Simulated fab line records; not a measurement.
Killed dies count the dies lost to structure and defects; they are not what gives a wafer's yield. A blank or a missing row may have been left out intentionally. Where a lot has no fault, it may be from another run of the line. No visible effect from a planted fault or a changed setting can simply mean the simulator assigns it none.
Which of the tools did it? || flow sky130 || 24 lots with 72 wafers sampled at 6 steps, on a route of 708 steps

== WHAT THE GAUGES SHOWED, per wafer ==
SKY_VIA1_CD_MEAS_12: the cd target is 150 nm.
{"lot": "L074", "measured": "day 33 14:26", "on": "cd_sem-02", "cd_nm (nm)": "148.9 149.9 150.4"}
{"lot": "L075", "measured": "day 34 00:47", "on": "cd_sem-02", "cd_nm (nm)": "148.5 148.8 149.1"}
{"lot": "L076", "measured": "day 35 18:32", "on": "cd_sem-02", "cd_nm (nm)": "151.1 150.4 152.0"}
{"lot": "L078", "measured": "day 35 18:53", "on": "cd_sem-01", "cd_nm (nm)": "149.4 149.9 149.1"}
{"lot": "L077", "measured": "day 35 20:23", "on": "cd_sem-01", "cd_nm (nm)": "148.7 149.9 148.5"}
{"lot": "L080", "measured": "day 36 04:01", "on": "cd_sem-01", "cd_nm (nm)": "149.8 149.2 150.0"}
{"lot": "L079", "measured": "day 36 05:35", "on": "cd_sem-01", "cd_nm (nm)": "148.7 149.5 147.8"}
{"lot": "L082", "measured": "day 36 12:20", "on": "cd_sem-01", "cd_nm (nm)": "147.9 148.3 147.1"}
{"lot": "L081", "measured": "day 36 14:46", "on": "cd_sem-02", "cd_nm (nm)": "150.6 150.6 149.4"}
{"lot": "L084", "measured": "day 36 21:31", "on": "cd_sem-02", "cd_nm (nm)": "149.8 148.4 149.6"}
{"lot": "L083", "measured": "day 37 02:23", "on": "cd_sem-01", "cd_nm (nm)": "151.4 149.7 150.5"}
{"lot": "L085", "measured": "day 37 06:14", "on": "cd_sem-01", "cd_nm (nm)": "147.5 149.6 150.6"}
{"lot": "L086", "measured": "day 37 10:22", "on": "cd_sem-01", "cd_nm (nm)": "148.7 152.0 148.7"}
{"lot": "L087", "measured": "day 37 22:46", "on": "cd_sem-01", "cd_nm (nm)": "152.4 151.9 152.1"}
{"lot": "L088", "measured": "day 37 23:23", "on": "cd_sem-01", "cd_nm (nm)": "150.7 151.1 149.4"}
{"lot": "L089", "measured": "day 38 10:40", "on": "cd_sem-02", "cd_nm (nm)": "149.7 149.1 149.9"}
{"lot": "L090", "measured": "day 38 19:43", "on": "cd_sem-02", "cd_nm (nm)": "150.6 150.3 151.4"}
{"lot": "L091", "measured": "day 38 23:59", "on": "cd_sem-01", "cd_nm (nm)": "147.5 148.0 146.3"}
{"lot": "L092", "measured": "day 39 11:58", "on": "cd_sem-01", "cd_nm (nm)": "149.2 149.9 148.1"}
{"lot": "L093", "measured": "day 39 19:19", "on": "cd_sem-01", "cd_nm (nm)": "149.6 148.6 148.7"}
{"lot": "L094", "measured": "day 39 23:09", "on": "cd_sem-01", "cd_nm (nm)": "148.6 149.7 150.1"}
{"lot": "L095", "measured": "day 40 02:29", "on": "cd_sem-02", "cd_nm (nm)": "149.1 148.8 149.1"}
{"lot": "L096", "measured": "day 40 15:50", "on": "cd_sem-02", "cd_nm (nm)": "151.5 152.7 151.1"}
{"lot": "L097", "measured": "day 40 17:10", "on": "cd_sem-02", "cd_nm (nm)": "147.1 148.0 147.3"}

SKY_VIA1_RS_MEAS_22: a four-point-probe measurement.
{"lot": "L074", "measured": "day 33 15:26", "on": "film_metro-04", "VIA1_W_RS (ohm/sq)": "0.433 0.434 0.427"}
{"lot": "L075", "measured": "day 34 01:47", "on": "film_metro-03", "VIA1_W_RS (ohm/sq)": "0.440 0.427 0.438"}
{"lot": "L076", "measured": "day 35 19:32", "on": "film_metro-03", "VIA1_W_RS (ohm/sq)": "0.427 0.421 0.421"}
{"lot": "L078", "measured": "day 35 19:53", "on": "film_metro-02", "VIA1_W_RS (ohm/sq)": "0.437 0.433 0.433"}
{"lot": "L077", "measured": "day 35 21:23", "on": "film_metro-04", "VIA1_W_RS (ohm/sq)": "0.422 0.425 0.424"}
{"lot": "L080", "measured": "day 36 05:03", "on": "film_metro-03", "VIA1_W_RS (ohm/sq)": "0.439 0.440 0.427"}
{"lot": "L079", "measured": "day 36 06:37", "on": "film_metro-04", "VIA1_W_RS (ohm/sq)": "0.427 0.427 0.421"}
{"lot": "L082", "measured": "day 36 13:20", "on": "film_metro-02", "VIA1_W_RS (ohm/sq)": "0.424 0.427 0.420"}
{"lot": "L081", "measured": "day 36 15:45", "on": "film_metro-03", "VIA1_W_RS (ohm/sq)": "0.422 0.434 0.425"}
{"lot": "L084", "measured": "day 36 22:31", "on": "film_metro-04", "VIA1_W_RS (ohm/sq)": "0.431 0.441 0.424"}
{"lot": "L083", "measured": "day 37 03:23", "on": "film_metro-03", "VIA1_W_RS (ohm/sq)": "0.425 0.437 0.424"}
{"lot": "L085", "measured": "day 37 07:14", "on": "film_metro-03", "VIA1_W_RS (ohm/sq)": "0.416 0.426 0.415"}
{"lot": "L086", "measured": "day 37 11:22", "on": "film_metro-02", "VIA1_W_RS (ohm/sq)": "0.424 0.433 0.432"}
{"lot": "L087", "measured": "day 37 23:45", "on": "film_metro-04", "VIA1_W_RS (ohm/sq)": "0.422 0.424 0.422"}
{"lot": "L088", "measured": "day 38 00:23", "on": "film_metro-02", "VIA1_W_RS (ohm/sq)": "0.421 0.422 0.425"}
{"lot": "L089", "measured": "day 38 11:39", "on": "film_metro-03", "VIA1_W_RS (ohm/sq)": "0.417 0.420 0.424"}
{"lot": "L090", "measured": "day 38 20:48", "on": "film_metro-03", "VIA1_W_RS (ohm/sq)": "0.432 0.435 0.426"}
{"lot": "L091", "measured": "day 39 00:59", "on": "film_metro-04", "VIA1_W_RS (ohm/sq)": "0.421 0.429 0.417"}
{"lot": "L092", "measured": "day 39 12:58", "on": "film_metro-03", "VIA1_W_RS (ohm/sq)": "0.425 0.428 0.434"}
{"lot": "L093", "measured": "day 39 20:19", "on": "film_metro-03", "VIA1_W_RS (ohm/sq)": "0.430 0.439 0.432"}
{"lot": "L094", "measured": "day 40 00:11", "on": "film_metro-03", "VIA1_W_RS (ohm/sq)": "0.423 0.426 0.419"}
{"lot": "L095", "measured": "day 40 03:31", "on": "film_metro-03", "VIA1_W_RS (ohm/sq)": "0.429 0.427 0.434"}
{"lot": "L096", "measured": "day 40 17:15", "on": "film_metro-02", "VIA1_W_RS (ohm/sq)": "0.425 0.426 0.427"}
{"lot": "L097", "measured": "day 40 18:34", "on": "film_metro-03", "VIA1_W_RS (ohm/sq)": "0.422 0.423 0.422"}

== WHAT TOOL EACH LOT RAN ON (gives the tool, then ch and the chambers of the sampled wafers, and finally the start) ==
{"lot": "L074", "SKY_CONTACT_SPUTTER_23": "pvd_sputter-02, day 31 07:58", "SKY_METAL1_SPUTTER_01": "pvd_sputter-01, day 31 08:39", "SKY_METAL1_SPUTTER_02": "pvd_sputter-01, day 31 08:40", "SKY_METAL1_DESCUM_17": "rie_metal-01 ch 0,1, day 32 11:28"}
{"lot": "L075", "SKY_CONTACT_SPUTTER_23": "pvd_sputter-03, day 31 17:22", "SKY_METAL1_SPUTTER_01": "pvd_sputter-01, day 31 18:03", "SKY_METAL1_SPUTTER_02": "pvd_sputter-01, day 31 18:04", "SKY_METAL1_DESCUM_17": "rie_metal-01 ch 1, day 32 20:48"}
{"lot": "L076", "SKY_CONTACT_SPUTTER_23": "pvd_sputter-03, day 33 09:56", "SKY_METAL1_SPUTTER_01": "pvd_sputter-04, day 33 10:53", "SKY_METAL1_SPUTTER_02": "pvd_sputter-04, day 33 10:54", "SKY_METAL1_DESCUM_17": "rie_metal-01 ch 0, day 34 14:06"}
{"lot": "L078", "SKY_CONTACT_SPUTTER_23": "pvd_sputter-03, day 33 11:41", "SKY_METAL1_SPUTTER_01": "pvd_sputter-03, day 33 12:22", "SKY_METAL1_SPUTTER_02": "pvd_sputter-03, day 33 12:23", "SKY_METAL1_DESCUM_17": "rie_metal-02 ch 0,1, day 34 15:28"}
{"lot": "L077", "SKY_CONTACT_SPUTTER_23": "pvd_sputter-04, day 33 12:53", "SKY_METAL1_SPUTTER_01": "pvd_sputter-01, day 33 13:34", "SKY_METAL1_SPUTTER_02": "pvd_sputter-01, day 33 13:35", "SKY_METAL1_DESCUM_17": "rie_metal-04 ch 0,1, day 34 17:03"}
{"lot": "L080", "SKY_CONTACT_SPUTTER_23": "pvd_sputter-02, day 33 21:02", "SKY_METAL1_SPUTTER_01": "pvd_sputter-03, day 33 21:43", "SKY_METAL1_SPUTTER_02": "pvd_sputter-03, day 33 21:44", "SKY_METAL1_DESCUM_17": "rie_metal-02 ch 0,1, day 35 01:20"}
{"lot": "L079", "SKY_CONTACT_SPUTTER_23": "pvd_sputter-04, day 33 23:12", "SKY_METAL1_SPUTTER_01": "pvd_sputter-01, day 33 23:52", "SKY_METAL1_SPUTTER_02": "pvd_sputter-01, day 33 23:54", "SKY_METAL1_DESCUM_17": "rie_metal-04 ch 0,1, day 35 02:49"}
{"lot": "L082", "SKY_CONTACT_SPUTTER_23": "pvd_sputter-02, day 34 05:43", "SKY_METAL1_SPUTTER_01": "pvd_sputter-01, day 34 06:23", "SKY_METAL1_SPUTTER_02": "pvd_sputter-01, day 34 06:25", "SKY_METAL1_DESCUM_17": "rie_metal-01 ch 0,1, day 35 09:00"}
{"lot": "L081", "SKY_CONTACT_SPUTTER_23": "pvd_sputter-02, day 34 07:31", "SKY_METAL1_SPUTTER_01": "pvd_sputter-04, day 34 08:11", "SKY_METAL1_SPUTTER_02": "pvd_sputter-04, day 34 08:12", "SKY_METAL1_DESCUM_17": "rie_metal-01 ch 0,1, day 35 11:09"}
{"lot": "L084", "SKY_CONTACT_SPUTTER_23": "pvd_sputter-04, day 34 14:10", "SKY_METAL1_SPUTTER_01": "pvd_sputter-01, day 34 14:50", "SKY_METAL1_SPUTTER_02": "pvd_sputter-01, day 34 14:52", "SKY_METAL1_DESCUM_17": "rie_metal-01 ch 0,1, day 35 17:27"}
{"lot": "L083", "SKY_CONTACT_SPUTTER_23": "pvd_sputter-03, day 34 20:19", "SKY_METAL1_SPUTTER_01": "pvd_sputter-03, day 34 20:59", "SKY_METAL1_SPUTTER_02": "pvd_sputter-03, day 34 21:01", "SKY_METAL1_DESCUM_17": "rie_metal-04 ch 0,1, day 35 23:09"}
{"lot": "L085", "SKY_CONTACT_SPUTTER_23": "pvd_sputter-03, day 34 23:47", "SKY_METAL1_SPUTTER_01": "pvd_sputter-04, day 35 00:27", "SKY_METAL1_SPUTTER_02": "pvd_sputter-04, day 35 00:29", "SKY_METAL1_DESCUM_17": "rie_metal-02 ch 0,1, day 36 02:51"}
{"lot": "L086", "SKY_CONTACT_SPUTTER_23": "pvd_sputter-02, day 35 04:11", "SKY_METAL1_SPUTTER_01": "pvd_sputter-03, day 35 04:52", "SKY_METAL1_SPUTTER_02": "pvd_sputter-03, day 35 04:53", "SKY_METAL1_DESCUM_17": "rie_metal-01 ch 0,1, day 36 06:27"}
{"lot": "L087", "SKY_CONTACT_SPUTTER_23": "pvd_sputter-03, day 35 16:02", "SKY_METAL1_SPUTTER_01": "pvd_sputter-01, day 35 16:42", "SKY_METAL1_SPUTTER_02": "pvd_sputter-01, day 35 16:44", "SKY_METAL1_DESCUM_17": "rie_metal-02 ch 0,1, day 36 18:32"}
{"lot": "L088", "SKY_CONTACT_SPUTTER_23": "pvd_sputter-04, day 35 16:52", "SKY_METAL1_SPUTTER_01": "pvd_sputter-01, day 35 17:33", "SKY_METAL1_SPUTTER_02": "pvd_sputter-01, day 35 17:34", "SKY_METAL1_DESCUM_17": "rie_metal-01 ch 0,1, day 36 19:03"}
{"lot": "L089", "SKY_CONTACT_SPUTTER_23": "pvd_sputter-03, day 36 03:25", "SKY_METAL1_SPUTTER_01": "pvd_sputter-04, day 36 04:05", "SKY_METAL1_SPUTTER_02": "pvd_sputter-04, day 36 04:07", "SKY_METAL1_DESCUM_17": "rie_metal-02 ch 0,1, day 37 06:23"}
{"lot": "L090", "SKY_CONTACT_SPUTTER_23": "pvd_sputter-02, day 36 13:28", "SKY_METAL1_SPUTTER_01": "pvd_sputter-04, day 36 14:09", "SKY_METAL1_SPUTTER_02": "pvd_sputter-04, day 36 14:10", "SKY_METAL1_DESCUM_17": "rie_metal-02 ch 0,1, day 37 16:51"}
{"lot": "L091", "SKY_CONTACT_SPUTTER_23": "pvd_sputter-02, day 36 17:45", "SKY_METAL1_SPUTTER_01": "pvd_sputter-03, day 36 18:25", "SKY_METAL1_SPUTTER_02": "pvd_sputter-03, day 36 18:27", "SKY_METAL1_DESCUM_17": "rie_metal-02 ch 0,1, day 37 21:37"}
{"lot": "L092", "SKY_CONTACT_SPUTTER_23": "pvd_sputter-04, day 37 06:44", "SKY_METAL1_SPUTTER_01": "pvd_sputter-03, day 37 07:24", "SKY_METAL1_SPUTTER_02": "pvd_sputter-03, day 37 07:25", "SKY_METAL1_DESCUM_17": "rie_metal-04 ch 0,1, day 38 10:26"}
{"lot": "L093", "SKY_CONTACT_SPUTTER_23": "pvd_sputter-02, day 37 14:14", "SKY_METAL1_SPUTTER_01": "pvd_sputter-01, day 37 15:01", "SKY_METAL1_SPUTTER_02": "pvd_sputter-01, day 37 15:03", "SKY_METAL1_DESCUM_17": "rie_metal-02 ch 0,1, day 38 17:20"}
{"lot": "L094", "SKY_CONTACT_SPUTTER_23": "pvd_sputter-03, day 37 17:37", "SKY_METAL1_SPUTTER_01": "pvd_sputter-01, day 37 18:33", "SKY_METAL1_SPUTTER_02": "pvd_sputter-01, day 37 18:35", "SKY_METAL1_DESCUM_17": "rie_metal-01 ch 0,1, day 38 21:07"}
{"lot": "L095", "SKY_CONTACT_SPUTTER_23": "pvd_sputter-02, day 37 22:20", "SKY_METAL1_SPUTTER_01": "pvd_sputter-01, day 37 23:00", "SKY_METAL1_SPUTTER_02": "pvd_sputter-01, day 37 23:02", "SKY_METAL1_DESCUM_17": "rie_metal-02 ch 0, day 39 00:27"}
{"lot": "L096", "SKY_CONTACT_SPUTTER_23": "pvd_sputter-04, day 38 12:53", "SKY_METAL1_SPUTTER_01": "pvd_sputter-04, day 38 13:34", "SKY_METAL1_SPUTTER_02": "pvd_sputter-04, day 38 13:35", "SKY_METAL1_DESCUM_17": "rie_metal-01 ch 0,1, day 39 13:40"}
{"lot": "L097", "SKY_CONTACT_SPUTTER_23": "pvd_sputter-03, day 38 13:29", "SKY_METAL1_SPUTTER_01": "pvd_sputter-03, day 38 14:10", "SKY_METAL1_SPUTTER_02": "pvd_sputter-03, day 38 14:11", "SKY_METAL1_DESCUM_17": "rie_metal-01 ch 0,1, day 39 14:59"}
- SKY_CONTACT_SPUTTER_23: material TiN, target thk 20 nm, time 80 s.
- SKY_METAL1_SPUTTER_01: material TiN, target thk 20 nm, time 16.7 s.
- SKY_METAL1_SPUTTER_02: material AlCu, target thk 250 nm, time 13.3 s.
- SKY_METAL1_DESCUM_17: chemistry O2, time 8 s.

== WHAT THE TOOLS THEMSELVES READ (means of the sampled wafers that have a number; where no wafer has one, the mark that the record gives instead) ==
SKY_CONTACT_SPUTTER_23.
{"lot": "L074", "tool": "pvd_sputter-02", "throttle_valve_pct (%)": 27.8}
{"lot": "L075", "tool": "pvd_sputter-03", "throttle_valve_pct (%)": 29.9}
{"lot": "L076", "tool": "pvd_sputter-03", "throttle_valve_pct (%)": 30.2}
{"lot": "L078", "tool": "pvd_sputter-03", "throttle_valve_pct (%)": 30.2}
{"lot": "L077", "tool": "pvd_sputter-04", "throttle_valve_pct (%)": 30.1}
{"lot": "L080", "tool": "pvd_sputter-02", "throttle_valve_pct (%)": 27.5}
{"lot": "L079", "tool": "pvd_sputter-04", "throttle_valve_pct (%)": 29.4}
{"lot": "L082", "tool": "pvd_sputter-02", "throttle_valve_pct (%)": 28.4}
{"lot": "L081", "tool": "pvd_sputter-02", "throttle_valve_pct (%)": 30.1}
{"lot": "L084", "tool": "pvd_sputter-04", "throttle_valve_pct (%)": 29.2}
{"lot": "L083", "tool": "pvd_sputter-03", "throttle_valve_pct (%)": 30.4}
{"lot": "L085", "tool": "pvd_sputter-03", "throttle_valve_pct (%)": 30.5}
{"lot": "L086", "tool": "pvd_sputter-02", "throttle_valve_pct (%)": 30.2}
{"lot": "L087", "tool": "pvd_sputter-03", "throttle_valve_pct (%)": 30.1}
{"lot": "L088", "tool": "pvd_sputter-04", "throttle_valve_pct (%)": 28.8}
{"lot": "L089", "tool": "pvd_sputter-03", "throttle_valve_pct (%)": 30.1}
{"lot": "L090", "tool": "pvd_sputter-02", "throttle_valve_pct (%)": 30.2}
{"lot": "L091", "tool": "pvd_sputter-02", "throttle_valve_pct (%)": 28.0}
{"lot": "L092", "tool": "pvd_sputter-04", "throttle_valve_pct (%)": 29.9}
{"lot": "L093", "tool": "pvd_sputter-02", "throttle_valve_pct (%)": 30.3}
{"lot": "L094", "tool": "pvd_sputter-03", "throttle_valve_pct (%)": 30.3}
{"lot": "L095", "tool": "pvd_sputter-02", "throttle_valve_pct (%)": 28.7}
{"lot": "L096", "tool": "pvd_sputter-04", "throttle_valve_pct (%)": 28.6}
{"lot": "L097", "tool": "pvd_sputter-03", "throttle_valve_pct (%)": 30.1}

SKY_METAL1_SPUTTER_01.
{"lot": "L074", "tool": "pvd_sputter-01", "throttle_valve_pct (%)": 29.5}
{"lot": "L075", "tool": "pvd_sputter-01", "throttle_valve_pct (%)": 30.7}
{"lot": "L076", "tool": "pvd_sputter-04", "throttle_valve_pct (%)": 29.5}
{"lot": "L078", "tool": "pvd_sputter-03", "throttle_valve_pct (%)": 29.7}
{"lot": "L077", "tool": "pvd_sputter-01", "throttle_valve_pct (%)": 31.4}
{"lot": "L080", "tool": "pvd_sputter-03", "throttle_valve_pct (%)": 30.6}
{"lot": "L079", "tool": "pvd_sputter-01", "throttle_valve_pct (%)": 30.1}
{"lot": "L082", "tool": "pvd_sputter-01", "throttle_valve_pct (%)": 31.4}
{"lot": "L081", "tool": "pvd_sputter-04", "throttle_valve_pct (%)": 29.1}
{"lot": "L084", "tool": "pvd_sputter-01", "throttle_valve_pct (%)": 30.4}
{"lot": "L083", "tool": "pvd_sputter-03", "throttle_valve_pct (%)": 29.8}
{"lot": "L085", "tool": "pvd_sputter-04", "throttle_valve_pct (%)": 28.8}
{"lot": "L086", "tool": "pvd_sputter-03", "throttle_valve_pct (%)": 29.9}
{"lot": "L087", "tool": "pvd_sputter-01", "throttle_valve_pct (%)": 30.4}
{"lot": "L088", "tool": "pvd_sputter-01", "throttle_valve_pct (%)": 30.2}
{"lot": "L089", "tool": "pvd_sputter-04", "throttle_valve_pct (%)": 28.7}
{"lot": "L090", "tool": "pvd_sputter-04", "throttle_valve_pct (%)": 29.1}
{"lot": "L091", "tool": "pvd_sputter-03", "throttle_valve_pct (%)": 30.0}
{"lot": "L092", "tool": "pvd_sputter-03", "throttle_valve_pct (%)": 30.1}
{"lot": "L093", "tool": "pvd_sputter-01", "throttle_valve_pct (%)": 29.5}
{"lot": "L094", "tool": "pvd_sputter-01", "throttle_valve_pct (%)": 31.1}
{"lot": "L095", "tool": "pvd_sputter-01", "throttle_valve_pct (%)": 30.2}
{"lot": "L096", "tool": "pvd_sputter-04", "throttle_valve_pct (%)": 28.7}
{"lot": "L097", "tool": "pvd_sputter-03", "throttle_valve_pct (%)": 29.8}

SKY_METAL1_SPUTTER_02.
{"lot": "L074", "tool": "pvd_sputter-01", "throttle_valve_pct (%)": 29.7}
{"lot": "L075", "tool": "pvd_sputter-01", "throttle_valve_pct (%)": 30.6}
{"lot": "L076", "tool": "pvd_sputter-04", "throttle_valve_pct (%)": 29.7}
{"lot": "L078", "tool": "pvd_sputter-03", "throttle_valve_pct (%)": 29.7}
{"lot": "L077", "tool": "pvd_sputter-01", "throttle_valve_pct (%)": 31.5}
{"lot": "L080", "tool": "pvd_sputter-03", "throttle_valve_pct (%)": 30.6}
{"lot": "L079", "tool": "pvd_sputter-01", "throttle_valve_pct (%)": 30.1}
{"lot": "L082", "tool": "pvd_sputter-01", "throttle_valve_pct (%)": 31.5}
{"lot": "L081", "tool": "pvd_sputter-04", "throttle_valve_pct (%)": 29.1}
{"lot": "L084", "tool": "pvd_sputter-01", "throttle_valve_pct (%)": 30.4}
{"lot": "L083", "tool": "pvd_sputter-03", "throttle_valve_pct (%)": 29.8}
{"lot": "L085", "tool": "pvd_sputter-04", "throttle_valve_pct (%)": 28.8}
{"lot": "L086", "tool": "pvd_sputter-03", "throttle_valve_pct (%)": 29.8}
{"lot": "L087", "tool": "pvd_sputter-01", "throttle_valve_pct (%)": 30.6}
{"lot": "L088", "tool": "pvd_sputter-01", "throttle_valve_pct (%)": 30.3}
{"lot": "L089", "tool": "pvd_sputter-04", "throttle_valve_pct (%)": 28.5}
{"lot": "L090", "tool": "pvd_sputter-04", "throttle_valve_pct (%)": 29.2}
{"lot": "L091", "tool": "pvd_sputter-03", "throttle_valve_pct (%)": 30.1}
{"lot": "L092", "tool": "pvd_sputter-03", "throttle_valve_pct (%)": 30.1}
{"lot": "L093", "tool": "pvd_sputter-01", "throttle_valve_pct (%)": 29.5}
{"lot": "L094", "tool": "pvd_sputter-01", "throttle_valve_pct (%)": 31.2}
{"lot": "L095", "tool": "pvd_sputter-01", "throttle_valve_pct (%)": 30.1}
{"lot": "L096", "tool": "pvd_sputter-04", "throttle_valve_pct (%)": 28.8}
{"lot": "L097", "tool": "pvd_sputter-03", "throttle_valve_pct (%)": 29.8}

SKY_METAL1_DESCUM_17.
{"lot": "L074", "tool": "rie_metal-01", "drypump_motor_current_A (A)": 5.5, "oes_product_au (a.u.)": 1.007}
{"lot": "L075", "tool": "rie_metal-01", "drypump_motor_current_A (A)": 5.8, "oes_product_au (a.u.)": 1.023}
{"lot": "L076", "tool": "rie_metal-01", "drypump_motor_current_A (A)": 5.0, "oes_product_au (a.u.)": 0.984}
{"lot": "L078", "tool": "rie_metal-02", "drypump_motor_current_A (A)": 5.6, "oes_product_au (a.u.)": 0.991}
{"lot": "L077", "tool": "rie_metal-04", "drypump_motor_current_A (A)": 5.2, "oes_product_au (a.u.)": 1.001}
{"lot": "L080", "tool": "rie_metal-02", "drypump_motor_current_A (A)": 5.6, "oes_product_au (a.u.)": 0.990}
{"lot": "L079", "tool": "rie_metal-04", "drypump_motor_current_A (A)": 5.2, "oes_product_au (a.u.)": 1.004}
{"lot": "L082", "tool": "rie_metal-01", "drypump_motor_current_A (A)": 5.3, "oes_product_au (a.u.)": 0.999}
{"lot": "L081", "tool": "rie_metal-01", "drypump_motor_current_A (A)": 5.3, "oes_product_au (a.u.)": 0.998}
{"lot": "L084", "tool": "rie_metal-01", "drypump_motor_current_A (A)": 5.3, "oes_product_au (a.u.)": 0.992}
{"lot": "L083", "tool": "rie_metal-04", "drypump_motor_current_A (A)": 5.2, "oes_product_au (a.u.)": 1.007}
{"lot": "L085", "tool": "rie_metal-02", "drypump_motor_current_A (A)": 5.5, "oes_product_au (a.u.)": 0.987}
{"lot": "L086", "tool": "rie_metal-01", "drypump_motor_current_A (A)": 5.5, "oes_product_au (a.u.)": 1.001}
{"lot": "L087", "tool": "rie_metal-02", "drypump_motor_current_A (A)": 5.6, "oes_product_au (a.u.)": 0.984}
{"lot": "L088", "tool": "rie_metal-01", "drypump_motor_current_A (A)": 5.3, "oes_product_au (a.u.)": 0.998}
{"lot": "L089", "tool": "rie_metal-02", "drypump_motor_current_A (A)": 5.5, "oes_product_au (a.u.)": 0.984}
{"lot": "L090", "tool": "rie_metal-02", "drypump_motor_current_A (A)": 5.6, "oes_product_au (a.u.)": 0.979}
{"lot": "L091", "tool": "rie_metal-02", "drypump_motor_current_A (A)": 5.5, "oes_product_au (a.u.)": 0.989}
{"lot": "L092", "tool": "rie_metal-04", "drypump_motor_current_A (A)": 5.3, "oes_product_au (a.u.)": 0.993}
{"lot": "L093", "tool": "rie_metal-02", "drypump_motor_current_A (A)": 5.6, "oes_product_au (a.u.)": 0.982}
{"lot": "L094", "tool": "rie_metal-01", "drypump_motor_current_A (A)": 5.5, "oes_product_au (a.u.)": 1.012}
{"lot": "L095", "tool": "rie_metal-02", "drypump_motor_current_A (A)": 5.6, "oes_product_au (a.u.)": 0.989}
{"lot": "L096", "tool": "rie_metal-01", "drypump_motor_current_A (A)": 5.3, "oes_product_au (a.u.)": 0.991}
{"lot": "L097", "tool": "rie_metal-01", "drypump_motor_current_A (A)": 5.5, "oes_product_au (a.u.)": 1.006}

== THE ANSWER, worked out from the rows above alone ==
Rule: what is usual is taken from the lots themselves. Put in order of their means at a reading, lots are off if they are a third of the lots or fewer, leave a main group of 4 or more, and stand apart from it by a gap of 3 or more times the standard deviation of the main group's means; of several such gaps the widest counts. Not used: any main group whose means are identical at the precision the tables above print for the reading. A lot without any number at a reading at which 4 lots or more have one is off too. All remaining lots with rows at the step are treated as sound. First the gauges in route order, then the tools' own readings, where a lot's mean is used as printed above. The first step at which some lot is off is used, and at that step the reading that is off furthest; a lot without a number counts as furthest.
Nothing can be told from this: no lot is off at any reading shown.

== WHAT HAD BEEN PUT IN BY THE SIMULATOR ==
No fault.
